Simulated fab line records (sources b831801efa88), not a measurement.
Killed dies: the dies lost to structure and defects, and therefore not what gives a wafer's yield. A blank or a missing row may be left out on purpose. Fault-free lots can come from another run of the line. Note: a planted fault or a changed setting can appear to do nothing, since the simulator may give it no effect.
Struck lot and sound lot, side by side | flow gf180mcu | 29 out of 602 route steps
Sound: the wafers L290.1, L290.3, L290.5. Wafers L275.1, L275.2, L275.6 were the ones struck. At the end, the cause is stated.
Order at every step that has rows: each side's tool, ch and its chambers, its first start. Under that, the readings that differ: sound wafers | struck wafers | difference of the means | sigmas: that difference in standard deviations of wafers without a fault.
alike: readings with means less than 2 such deviations apart, plus words and numbers identical on both sides. not compared: withheld readings, readings lacking a value on some wafer, bounds such as >300 that could conceal the same value, and numbers that have no deviation in the record and whose values overlap.
The two part at a step that has a row with sigmas, a row that says differs or no value, or rows on one side only. Numbers that don't overlap but have no deviation are shown without sigmas and don't part them. A reading that every wafer of one side lacks parts them only if that side has two wafers or more.

first, 4 steps without rows for these wafers: GF_M4_SOFTBAKE_10 (time 60 s); GF_M4_EXPOSE_11 (exposes mask Metal4, target cd 280 nm); GF_M4_PEB_12 (peb time 90 s); GF_M4_DEVELOP_13 (develop time 60 s).
GF_M4_CD_MEAS_14: the cd target is 280 nm.
  sound on cd-sem-02 at day 29 11:28; struck on cd-sem-02 at day 24 17:57
  alike: cd-nm
GF_M4_OVL_MEAS_15:
  sound on overlay-02 at day 29 11:35; struck on overlay-02 at day 24 18:04
  alike: M4_OVL
GF_M4_METAL_ETCH_16: etches the open film in Cl2/BCl3, stops on SiO2, target depth 750.8 nm, time 125.1 s.
  sound on rie-metal-02 ch 0,1, day 29 11:37; struck on rie-metal-04 ch 0,1, day 24 18:06
  alike: drypump-motor-current-A, oes-product-au, throttle-valve-pct
  not compared: rf-hours-counter-h
GF_M4_STRIP_17: strips in O2/N2.
  sound on plasma-asher-02 ch 0,1, day 29 11:44; struck on plasma-asher-01 ch 0,1, day 24 18:14
  alike: drypump-motor-current-A, heater-power-w, oes-product-au, strip-time-to-endpoint-s
  not compared: rf-hours-counter-h
then, 3 steps without rows for these wafers: GF_M4_STRIP_18 (strips in post etch residue remover, time 1200 s); GF_M4_CLEAN_19 (cleans in DIW); GF_V4_CVD_00 (deposits SiO2, target thk 600 nm, time 100 s).
GF_V4_THK_MEAS_01:
  sound on film-metro-04 at day 29 12:23; struck on film-metro-03 at day 24 18:51
  alike: V4_CVD_00_THK
GF_V4_CVD_02: deposits SiO2 from TEOS, target thk 850 nm, time 94.851 s.
  sound on pecvd-04 ch 0,1, day 29 12:26; struck on pecvd-01 ch 0,2, day 24 18:55
  no value came back on the struck wafers for heater-power-outer-w (W), heater-power-w (W); on the sound wafers heater-power-outer-w (W) reads 339 284 368
GF_V4_CMP_04: polishes SiO2.
  sound on cmp-02 ch 1,2, day 29 12:47; struck on cmp-01 ch 0,1,3, day 24 19:02
  reading                | sound    | struck | difference                    | sigmas
  time-to-endpoint-s (s) | 84 78 88 | - - -  | no value on the struck wafers |
  alike: edge-zone-pressure-frac, motor-current-A, retaining-ring-pressure-frac
GF_V4_BOW_MEAS_05:
  sound on film-metro-01 at day 29 13:05; struck on film-metro-03 at day 24 19:20
  alike: V4_BOW
then, 8 steps without rows for these wafers: GF_V4_DEHYDRATE_06 (time 60 s); GF_V4_HMDS_07 (prime time 60 s); GF_V4_COAT_08; GF_V4_COAT_09 (resist thk 1000 nm); GF_V4_SOFTBAKE_10 (time 60 s); GF_V4_EXPOSE_11 (exposes mask Via4, target cd 260 nm); GF_V4_PEB_12 (peb time 90 s); GF_V4_DEVELOP_13 (develop time 60 s).
GF_V4_CD_MEAS_14: the cd target is 260 nm.
  sound on cd-sem-01 at day 30 07:50; struck on cd-sem-02 at day 25 16:03
  alike: cd-nm
GF_V4_OVL_MEAS_15:
  sound on overlay-02 at day 30 07:58; struck on overlay-02 at day 25 16:10
  alike: V4_OVL
GF_V4_ETCH_16: etches BARC in N2/H2.
  sound on rie-diel-02 ch 1,2,3, day 30 08:00; struck on rie-diel-03 ch 0,3, day 25 16:12
  alike: drypump-motor-current-A, oes-product-au, throttle-valve-pct
GF_V4_ETCH_17: etches SiO2 in C4F8/O2/Ar, stops on TiN, target depth 630 nm.
  sound on rie-diel-02 ch 1,2,3; struck on rie-diel-03 ch 0,3
  reading                        | sound             | struck            | difference | sigmas
  oes-product-au (a.u.)          | 0.859 0.855 0.858 | 0.829 0.833 0.835 | -0.025     | -5
  model.V4.feature-depth-nm (nm) | 632.3 630.5 632.9 | 597.5 609.1 600.1 | -29.7      |
  model.etch.depth-nm (nm)       | 632.3 630.5 632.9 | 597.5 609.1 600.1 | -29.7      |
GF_V4_STRIP_18: strips in O2/N2.
  sound on plasma-asher-02 ch 1, day 30 08:08; struck on plasma-asher-02 ch 0,1, day 25 16:20
  alike: drypump-motor-current-A, heater-power-w, oes-product-au
  not compared: rf-hours-counter-h
-- the record jumps here: 5 days lie between the struck wafers' starts before and after (it left off in module V4 and takes up again in module PASSIVATION, whose first step shown is number 602 of the route) --
GF_PASSIVATION_PROBE_99:
  rows exist in the record for the struck wafers here (prober-02, day 30 04:29), but not for the sound ones

== WHERE THEY PART ==
Last at GF_PASSIVATION_PROBE_99 as far as this record goes, first at GF_V4_CVD_02.

WHY: the cause the simulator had injected
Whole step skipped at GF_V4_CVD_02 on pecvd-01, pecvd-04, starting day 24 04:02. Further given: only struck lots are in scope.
